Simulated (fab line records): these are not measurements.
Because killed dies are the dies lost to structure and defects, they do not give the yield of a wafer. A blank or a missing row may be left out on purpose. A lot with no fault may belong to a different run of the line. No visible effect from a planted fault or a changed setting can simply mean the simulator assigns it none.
fab line records / flow sky130
[record] lots = 6 wafers = 18 lastDay = 50
route steps=708 shown FIELD_ISO@27 NWELL@32 DNWELL@35 PWDE@45
lots that met no fault: taken from a fault-free run of the same line
startH: start of the lot's first displayed wafer, in hours after the record's first day / waitH: time in hours since the lot's previous step / " the same as in the row above / L1.1+2: a single row standing in for several wafers / - no value, or no start was given / * or withheld: withheld / < > ~ a bound
route shown NAME@n: names a module that has steps shown in the file, with the first one's number in the route / usual: average and standard deviation across the fault-free wafers / same: alike in all rows / chamber/n: place in a boat / sites: per-site readings / _std_site: the standard deviation of these / _edge_site: the outer-site mean with the inner-site mean subtracted / radiusMm: how far each site lies from the wafer's centre / mask NAME#n: copy n / behind: the tool/chamber that last shaped the wafer / hold: what put the lot on hold/how long, in hours/how the hold closed / device: names the non-switching transistor (n, p or np) / end of line: at the end of the route, the tests of the same wafers / a step without rows: its recipe alone / killed: at the first sort, the dies lost to defects and structure; wafer yield is something else / map: a wafer's dies, x killed, . not, _ none there
set.NAME: the setting as run; set.NAME@STEP: as run at that earlier step / model.NAME: the simulator's own value behind a step, which no gauge read
certain route steps with their lots: each step a table, each wafer a row
services: a tool's chamber out of use, with start hour (startH, from the record's first day; less than 0 if before it), hours out, and reason
[[steps]]
[step SKY_FIELD_ISO_ANNEAL_26]
[recipe] tempC = 1000 timeS = 1800 ambient = N2
[step SKY_FIELD_ISO_CMP_27]
[recipe] stopOn = Si3N4 tOverpolishS = 16 downForcePsi = 4 platenRpm = 60 targetThkNm = 457.8 padVelocityMS = 0.94248
[usual] edgeZonePressureFrac = 1.000/0.005 motorCurrentA = 12.4/1.3 overpolishRunS = 16.001/0.009 timeToEndpointS = 114/3.4
lot.wafer=L508.1 tool=cmp-01 chamber=3 startH=40.55 waitH=0.0 edgeZonePressureFrac=0.994 motorCurrentA=10.9 overpolishRunS=16.001 timeToEndpointS=116
lot.wafer=L508.3 tool=cmp-01 chamber=1 startH=40.55 waitH=0.0 edgeZonePressureFrac=1.002 motorCurrentA=11.7 overpolishRunS=16.003 timeToEndpointS=109
lot.wafer=L508.5 tool=cmp-01 chamber=3 startH=40.55 waitH=0.0 edgeZonePressureFrac=0.999 motorCurrentA=11.2 overpolishRunS=16.002 timeToEndpointS=114
lot.wafer=L518.1 tool=cmp-02 chamber=3 startH=91.20 waitH=0.0 edgeZonePressureFrac=1.000 motorCurrentA=12.0 overpolishRunS=15.988 timeToEndpointS=114
lot.wafer=L518.6 tool=cmp-02 chamber=3 startH=91.20 waitH=0.0 edgeZonePressureFrac=0.991 motorCurrentA=12.2 overpolishRunS=16.016 timeToEndpointS=108
lot.wafer=L518.5 tool=cmp-02 chamber=0 startH=91.20 waitH=0.0 edgeZonePressureFrac=0.993 motorCurrentA=13.6 overpolishRunS=15.998 timeToEndpointS=113
lot.wafer=L521.2 tool=cmp-01 chamber=2 startH=106.10 waitH=0.0 edgeZonePressureFrac=0.998 motorCurrentA=11.3 overpolishRunS=15.993 timeToEndpointS=112
lot.wafer=L521.1 tool=cmp-01 chamber=3 startH=106.10 waitH=0.0 edgeZonePressureFrac=0.992 motorCurrentA=11.2 overpolishRunS=16.011 timeToEndpointS=113
lot.wafer=L521.5 tool=cmp-01 chamber=2 startH=106.10 waitH=0.0 edgeZonePressureFrac=1.009 motorCurrentA=11.5 overpolishRunS=15.999 timeToEndpointS=115
lot.wafer=L522.2 tool=cmp-01 chamber=1 startH=112.99 waitH=0.0 edgeZonePressureFrac=1.011 motorCurrentA=11.6 overpolishRunS=16.002 timeToEndpointS=116
lot.wafer=L522.3 tool=cmp-01 chamber=3 startH=112.99 waitH=0.0 edgeZonePressureFrac=0.991 motorCurrentA=11.3 overpolishRunS=16.000 timeToEndpointS=117
lot.wafer=L522.6 tool=cmp-01 chamber=2 startH=112.99 waitH=0.0 edgeZonePressureFrac=0.995 motorCurrentA=10.7 overpolishRunS=16.000 timeToEndpointS=111
lot.wafer=L527.3 tool=cmp-02 chamber=3 startH=139.29 waitH=0.1 edgeZonePressureFrac=0.997 motorCurrentA=12.4 overpolishRunS=16.008 timeToEndpointS=112
lot.wafer=L527.4 tool=cmp-02 chamber=0 startH=139.29 waitH=0.1 edgeZonePressureFrac=0.992 motorCurrentA=13.2 overpolishRunS=15.998 timeToEndpointS=110
lot.wafer=L527.1 tool=cmp-02 chamber=1 startH=139.29 waitH=0.1 edgeZonePressureFrac=1.005 motorCurrentA=11.8 overpolishRunS=16.007 timeToEndpointS=110
lot.wafer=L530.3 tool=cmp-02 chamber=2 startH=153.95 waitH=0.1 edgeZonePressureFrac=1.001 motorCurrentA=14.8 overpolishRunS=15.996 timeToEndpointS=111
lot.wafer=L530.1 tool=cmp-02 chamber=3 startH=153.95 waitH=0.1 edgeZonePressureFrac=0.995 motorCurrentA=11.9 overpolishRunS=16.003 timeToEndpointS=114
lot.wafer=L530.4 tool=cmp-02 chamber=0 startH=153.95 waitH=0.1 edgeZonePressureFrac=1.001 motorCurrentA=13.4 overpolishRunS=16.006 timeToEndpointS=113
[step SKY_FIELD_ISO_WET_ETCH_28]
[recipe] chemistry = dHF targetDepthNm = 23.7 target = SiO2 dilution = 10:1 tempC = 25 timeS = 47
[step SKY_FIELD_ISO_WET_ETCH_29]
[recipe] chemistry = H3PO4 targetDepthNm = 160 target = Si3N4 tempC = 160 timeS = 1825
[step SKY_FIELD_ISO_WET_ETCH_30]
[recipe] chemistry = dHF targetDepthNm = 25 target = SiO2 dilution = 10:1 tempC = 25 timeS = 50
[step SKY_NWELL_CLEAN_00]
[recipe] chemistry = SC1/SC2 mix = 1:4:20 tempC = 70 timeS = 150 dry = n2Spin
[step SKY_NWELL_OXIDATION_01]
[recipe] tempC = 900 ambient = O2 stabiliseS = 600 purgeS = 300 targetThkA = 100 oxTimeS = 1418
[step SKY_NWELL_THK_MEAS_02]
[recipe] reads = SiO2_of_NWELL_OXIDATION_01
[usual] NWELL_OXIDATION_THK = 9.94/0.15
lot.wafer=L508.1 tool=filmMetro-01 chamber=- startH=43.46 waitH=0.0 NWELL_OXIDATION_THK[nm]=9.87
lot.wafer=L508.3 tool=filmMetro-01 chamber=- startH=43.46 waitH=0.0 NWELL_OXIDATION_THK[nm]=9.95
lot.wafer=L508.5 tool=filmMetro-01 chamber=- startH=43.46 waitH=0.0 NWELL_OXIDATION_THK[nm]=9.82
lot.wafer=L518.1 tool=filmMetro-01 chamber=- startH=94.12 waitH=0.0 NWELL_OXIDATION_THK[nm]=9.88
lot.wafer=L518.5 tool=filmMetro-01 chamber=- startH=94.12 waitH=0.0 NWELL_OXIDATION_THK[nm]=9.69
lot.wafer=L518.6 tool=filmMetro-01 chamber=- startH=94.12 waitH=0.0 NWELL_OXIDATION_THK[nm]=9.74
lot.wafer=L521.1 tool=filmMetro-02 chamber=- startH=108.91 waitH=0.0 NWELL_OXIDATION_THK[nm]=9.70
lot.wafer=L521.2 tool=filmMetro-02 chamber=- startH=108.91 waitH=0.0 NWELL_OXIDATION_THK[nm]=9.81
lot.wafer=L521.5 tool=filmMetro-02 chamber=- startH=108.91 waitH=0.0 NWELL_OXIDATION_THK[nm]=9.91
lot.wafer=L522.2 tool=filmMetro-01 chamber=- startH=115.68 waitH=0.0 NWELL_OXIDATION_THK[nm]=9.86
lot.wafer=L522.3 tool=filmMetro-01 chamber=- startH=115.68 waitH=0.0 NWELL_OXIDATION_THK[nm]=9.94
lot.wafer=L522.6 tool=filmMetro-01 chamber=- startH=115.68 waitH=0.0 NWELL_OXIDATION_THK[nm]=10.00
lot.wafer=L527.1 tool=filmMetro-01 chamber=- startH=142.50 waitH=0.0 NWELL_OXIDATION_THK[nm]=10.05
lot.wafer=L527.3 tool=filmMetro-01 chamber=- startH=142.50 waitH=0.0 NWELL_OXIDATION_THK[nm]=10.09
lot.wafer=L527.4 tool=filmMetro-01 chamber=- startH=142.50 waitH=0.0 NWELL_OXIDATION_THK[nm]=10.16
lot.wafer=L530.1 tool=filmMetro-02 chamber=- startH=156.70 waitH=0.0 NWELL_OXIDATION_THK[nm]=10.08
lot.wafer=L530.3 tool=filmMetro-02 chamber=- startH=156.70 waitH=0.0 NWELL_OXIDATION_THK[nm]=9.80
lot.wafer=L530.4 tool=filmMetro-02 chamber=- startH=156.70 waitH=0.0 NWELL_OXIDATION_THK[nm]=9.87
[step SKY_DNWELL_DEHYDRATE_00]
[recipe] tempC = 200 timeS = 60
[step SKY_DNWELL_HMDS_01]
[recipe] primeTimeS = 60 primeTempC = 120
[step SKY_DNWELL_COAT_02]
[recipe] spinRpm = 2000 resistThkNm = 3000
[step SKY_DNWELL_SOFTBAKE_03]
[recipe] tempC = 110 timeS = withheld
[step SKY_DNWELL_EXPOSE_04]
[recipe] maskId = DNM na = 0.57 targetCdNm = 3000 doseMj = 222
[usual] exposureDoseMJCm2 = 222.03/0.21 focusOffsetNm = 0.0/0.47
lot.wafer=L508.1 tool=ilineStepper-02 chamber=0 startH=50.85 waitH=- mask=DNM#0 exposureDoseMJCm2=221.96 focusOffsetNm=0.7
lot.wafer=L508.3 tool=ilineStepper-02 chamber=0 startH=50.85 waitH=- mask=DNM#0 exposureDoseMJCm2=222.09 focusOffsetNm=-0.3
lot.wafer=L508.5 tool=ilineStepper-02 chamber=0 startH=50.85 waitH=- mask=DNM#0 exposureDoseMJCm2=222.07 focusOffsetNm=0.4
lot.wafer=L518.1 tool=ilineStepper-01 chamber=0 startH=102.74 waitH=- mask=DNM#0 exposureDoseMJCm2=222.24 focusOffsetNm=0.0
lot.wafer=L518.5 tool=ilineStepper-01 chamber=0 startH=102.74 waitH=- mask=DNM#0 exposureDoseMJCm2=222.05 focusOffsetNm=-0.8
lot.wafer=L518.6 tool=ilineStepper-01 chamber=0 startH=102.74 waitH=- mask=DNM#0 exposureDoseMJCm2=222.61 focusOffsetNm=-0.1
lot.wafer=L521.1 tool=ilineStepper-01 chamber=- startH=118.31 waitH=- mask=DNM#0 exposureDoseMJCm2=- focusOffsetNm=-
lot.wafer=L521.2 tool=ilineStepper-01 chamber=- startH=118.31 waitH=- mask=DNM#0 exposureDoseMJCm2=- focusOffsetNm=-
lot.wafer=L521.5 tool=ilineStepper-01 chamber=- startH=118.31 waitH=- mask=DNM#0 exposureDoseMJCm2=- focusOffsetNm=-
lot.wafer=L522.2 tool=ilineStepper-01 chamber=- startH=124.71 waitH=- mask=DNM#0 exposureDoseMJCm2=- focusOffsetNm=-
lot.wafer=L522.3 tool=ilineStepper-01 chamber=- startH=124.71 waitH=- mask=DNM#0 exposureDoseMJCm2=- focusOffsetNm=-
lot.wafer=L522.6 tool=ilineStepper-01 chamber=- startH=124.71 waitH=- mask=DNM#0 exposureDoseMJCm2=- focusOffsetNm=-
lot.wafer=L527.1 tool=ilineStepper-02 chamber=0 startH=152.76 waitH=- mask=DNM#0 exposureDoseMJCm2=222.16 focusOffsetNm=-1.0
lot.wafer=L527.3 tool=ilineStepper-02 chamber=0 startH=152.76 waitH=- mask=DNM#0 exposureDoseMJCm2=222.14 focusOffsetNm=0.3
lot.wafer=L527.4 tool=ilineStepper-02 chamber=0 startH=152.76 waitH=- mask=DNM#0 exposureDoseMJCm2=222.03 focusOffsetNm=-0.4
lot.wafer=L530.1 tool=ilineStepper-02 chamber=0 startH=166.58 waitH=- mask=DNM#0 exposureDoseMJCm2=222.08 focusOffsetNm=0.2
lot.wafer=L530.3 tool=ilineStepper-02 chamber=0 startH=166.58 waitH=- mask=DNM#0 exposureDoseMJCm2=222.02 focusOffsetNm=0.6
lot.wafer=L530.4 tool=ilineStepper-02 chamber=0 startH=166.58 waitH=- mask=DNM#0 exposureDoseMJCm2=221.89 focusOffsetNm=-0.1
[step SKY_DNWELL_PEB_05]
[recipe] tempC = 115 timeS = withheld
[step SKY_DNWELL_DEVELOP_06]
[recipe] wallAngleDeg = 90 developer = TMAH developTimeS = 60 devTempC = 23
[step SKY_DNWELL_IMPLANT_07]
[recipe] species = P energyKev = withheld doseCm2 = withheld tiltDeg = withheld
[step SKY_DNWELL_STRIP_08]
[recipe] chemistry = O2/N2 powerW = 1400 pressureMtorr = 1500 platenTempC = withheld o2FlowSccm = 3000 n2FlowSccm = 300 overashFraction = 0.5
[usual] drypumpMotorCurrentA = 5.94/0.26 oesProductAu = 0.722/0.0047 stripTimeToEndpointS = 36.94/0.1
lot.wafer=L508.1 tool=plasmaAsher-04 chamber=1 startH=59.24 waitH=0.1 drypumpMotorCurrentA=6.08 oesProductAu=0.716 rfHoursCounterH=25 stripTimeToEndpointS=36.83
lot.wafer=L508.3 tool=plasmaAsher-04 chamber=1 startH=59.24 waitH=0.1 drypumpMotorCurrentA=6.08 oesProductAu=0.721 rfHoursCounterH=- stripTimeToEndpointS=36.89
lot.wafer=L508.5 tool=plasmaAsher-04 chamber=0 startH=59.24 waitH=0.1 drypumpMotorCurrentA=6.22 oesProductAu=0.724 rfHoursCounterH=- stripTimeToEndpointS=36.90
lot.wafer=L518.1 tool=plasmaAsher-02 chamber=1 startH=111.98 waitH=0.1 drypumpMotorCurrentA=5.67 oesProductAu=0.722 rfHoursCounterH=44 stripTimeToEndpointS=36.80
lot.wafer=L518.5 tool=plasmaAsher-02 chamber=0 startH=111.98 waitH=0.1 drypumpMotorCurrentA=6.09 oesProductAu=0.715 rfHoursCounterH=- stripTimeToEndpointS=36.82
lot.wafer=L518.6 tool=plasmaAsher-02 chamber=1 startH=111.98 waitH=0.1 drypumpMotorCurrentA=5.72 oesProductAu=0.720 rfHoursCounterH=- stripTimeToEndpointS=36.92
lot.wafer=L521.1 tool=plasmaAsher-03 chamber=1 startH=127.14 waitH=0.1 drypumpMotorCurrentA=5.60 oesProductAu=0.714 rfHoursCounterH=1 stripTimeToEndpointS=36.88
lot.wafer=L521.2 tool=plasmaAsher-03 chamber=0 startH=127.14 waitH=0.1 drypumpMotorCurrentA=5.52 oesProductAu=0.720 rfHoursCounterH=1 stripTimeToEndpointS=36.99
lot.wafer=L521.5 tool=plasmaAsher-03 chamber=0 startH=127.14 waitH=0.1 drypumpMotorCurrentA=5.54 oesProductAu=0.728 rfHoursCounterH=- stripTimeToEndpointS=36.87
lot.wafer=L522.2 tool=plasmaAsher-03 chamber=1 startH=133.98 waitH=0.1 drypumpMotorCurrentA=5.60 oesProductAu=0.726 rfHoursCounterH=2 stripTimeToEndpointS=36.88
lot.wafer=L522.3 tool=plasmaAsher-03 chamber=1 startH=133.98 waitH=0.1 drypumpMotorCurrentA=5.59 oesProductAu=0.729 rfHoursCounterH=- stripTimeToEndpointS=36.84
lot.wafer=L522.6 tool=plasmaAsher-03 chamber=0 startH=133.98 waitH=0.1 drypumpMotorCurrentA=5.53 oesProductAu=0.735 rfHoursCounterH=- stripTimeToEndpointS=36.78
lot.wafer=L527.1 tool=plasmaAsher-04 chamber=0 startH=162.44 waitH=0.1 drypumpMotorCurrentA=6.20 oesProductAu=0.710 rfHoursCounterH=33 stripTimeToEndpointS=36.87
lot.wafer=L527.3 tool=plasmaAsher-04 chamber=0 startH=162.44 waitH=0.1 drypumpMotorCurrentA=6.23 oesProductAu=0.717 rfHoursCounterH=- stripTimeToEndpointS=36.89
lot.wafer=L527.4 tool=plasmaAsher-04 chamber=1 startH=162.44 waitH=0.1 drypumpMotorCurrentA=6.10 oesProductAu=0.718 rfHoursCounterH=- stripTimeToEndpointS=36.81
lot.wafer=L530.1 tool=plasmaAsher-04 chamber=1 startH=177.18 waitH=0.1 drypumpMotorCurrentA=6.06 oesProductAu=0.725 rfHoursCounterH=34 stripTimeToEndpointS=36.92
lot.wafer=L530.3 tool=plasmaAsher-04 chamber=0 startH=177.18 waitH=0.1 drypumpMotorCurrentA=6.22 oesProductAu=0.722 rfHoursCounterH=- stripTimeToEndpointS=37.00
lot.wafer=L530.4 tool=plasmaAsher-04 chamber=1 startH=177.18 waitH=0.1 drypumpMotorCurrentA=6.03 oesProductAu=0.721 rfHoursCounterH=- stripTimeToEndpointS=37.05
[step SKY_DNWELL_TW_MEAS_09]
[usual] DNWELL_TW = 1116/17
lot.wafer=L508.1 tool=filmMetro-02 chamber=- startH=59.34 waitH=0.1 DNWELL_TW=1135
lot.wafer=L508.3 tool=filmMetro-02 chamber=- startH=59.34 waitH=0.1 DNWELL_TW=1138
lot.wafer=L508.5 tool=filmMetro-02 chamber=- startH=59.34 waitH=0.1 DNWELL_TW=1143
lot.wafer=L518.1 tool=filmMetro-02 chamber=- startH=112.08 waitH=0.1 DNWELL_TW=1133
lot.wafer=L518.5 tool=filmMetro-02 chamber=- startH=112.08 waitH=0.1 DNWELL_TW=1137
lot.wafer=L518.6 tool=filmMetro-02 chamber=- startH=112.08 waitH=0.1 DNWELL_TW=1136
lot.wafer=L521.1 tool=filmMetro-04 chamber=- startH=127.24 waitH=0.1 DNWELL_TW=30
lot.wafer=L521.2 tool=filmMetro-04 chamber=- startH=127.24 waitH=0.1 DNWELL_TW=30
lot.wafer=L521.5 tool=filmMetro-04 chamber=- startH=127.24 waitH=0.1 DNWELL_TW=30
lot.wafer=L522.2 tool=filmMetro-02 chamber=- startH=134.09 waitH=0.1 DNWELL_TW=31
lot.wafer=L522.3 tool=filmMetro-02 chamber=- startH=134.09 waitH=0.1 DNWELL_TW=30
lot.wafer=L522.6 tool=filmMetro-02 chamber=- startH=134.09 waitH=0.1 DNWELL_TW=30
lot.wafer=L527.1 tool=filmMetro-04 chamber=- startH=162.54 waitH=0.1 DNWELL_TW=1122
lot.wafer=L527.3 tool=filmMetro-04 chamber=- startH=162.54 waitH=0.1 DNWELL_TW=1121
lot.wafer=L527.4 tool=filmMetro-04 chamber=- startH=162.54 waitH=0.1 DNWELL_TW=1120
lot.wafer=L530.1 tool=filmMetro-01 chamber=- startH=177.28 waitH=0.1 DNWELL_TW=1106
lot.wafer=L530.3 tool=filmMetro-01 chamber=- startH=177.28 waitH=0.1 DNWELL_TW=1102
lot.wafer=L530.4 tool=filmMetro-01 chamber=- startH=177.28 waitH=0.1 DNWELL_TW=1104
[step SKY_PWDE_DEHYDRATE_00]
[recipe] tempC = 200 timeS = 60
[[services]]
tool=ilineStepper-01 chamber=0 startH=17.38 hours=- kind=calibration
tool=ilineStepper-02 chamber=0 startH=23.17 hours=- kind=calibration
tool=cmp-02 chamber=- startH=35.42 hours=0.9 kind=repair
tool=ilineStepper-01 chamber=- startH=50.26 hours=6.4 kind=repair
tool=cmp-01 chamber=- startH=51.51 hours=3.9 kind=repair
tool=cmp-02 chamber=- startH=67.79 hours=4.0 kind=pm
tool=cmp-02 chamber=- startH=71.79 hours=- kind=consumableReplace:conditioner
tool=cmp-02 chamber=- startH=71.79 hours=- kind=consumableReplace:pad
tool=ilineStepper-02 chamber=- startH=87.04 hours=1.7 kind=pm
tool=plasmaAsher-03 chamber=- startH=92.05 hours=4.2 kind=repair
tool=plasmaAsher-02 chamber=- startH=96.84 hours=0.9 kind=repair
tool=ilineStepper-01 chamber=- startH=103.84 hours=1.7 kind=pm
tool=plasmaAsher-03 chamber=- startH=108.75 hours=9.0 kind=pm
tool=plasmaAsher-03 chamber=0 startH=108.75 hours=9.0 kind=ventCycle
tool=plasmaAsher-03 chamber=1 startH=108.75 hours=9.0 kind=ventCycle
tool=plasmaAsher-03 chamber=0 startH=117.75 hours=- kind=clean
tool=plasmaAsher-03 chamber=1 startH=117.75 hours=- kind=clean
tool=ilineStepper-02 chamber=- startH=120.67 hours=22.4 kind=repair
tool=plasmaAsher-02 chamber=- startH=126.50 hours=2.8 kind=pm
tool=plasmaAsher-04 chamber=- startH=127.61 hours=28.1 kind=pm
tool=ilineStepper-01 chamber=- startH=156.37 hours=4.4 kind=pm
tool=cmp-01 chamber=- startH=166.57 hours=0.4 kind=repair
[[key]]
[firstSign] step = SKY_DNWELL_EXPOSE_04 reading = toolRecord direction = missing
[effect] step = SKY_DNWELL_TW_MEAS_09 reading = DNWELL_TW direction = down sigmas = 63 usual = 1116 struck = 30
metAt SKY_DNWELL_EXPOSE_04
struckWafers L521.1,L521.2,L521.5,L522.2,L522.3,L522.6
sortLeftOut L521.1,L521.2,L521.5,L522.2,L522.3,L522.6
testerLeftOut L521,L522
onsetBetween 102.74 118.31
[fault] kind = skippedStepWhole tool = ilineStepper-01 chamber = - onsetH = 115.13 steps = SKY_DNWELL_EXPOSE_04 scope = struckLotsOnly
// testerLeftOut: of these lots the tester's yield and bins aren't shown, on N5 and GAA mostly nor the transistor test; their killed dies are dies lost to structure and defects alone, not to doping, threshold or leakage, so they don't give the yield
// sortLeftOut: the simulated sort isn't trusted on such a fault, so these wafers' sort isn't shown, and their yield isn't known
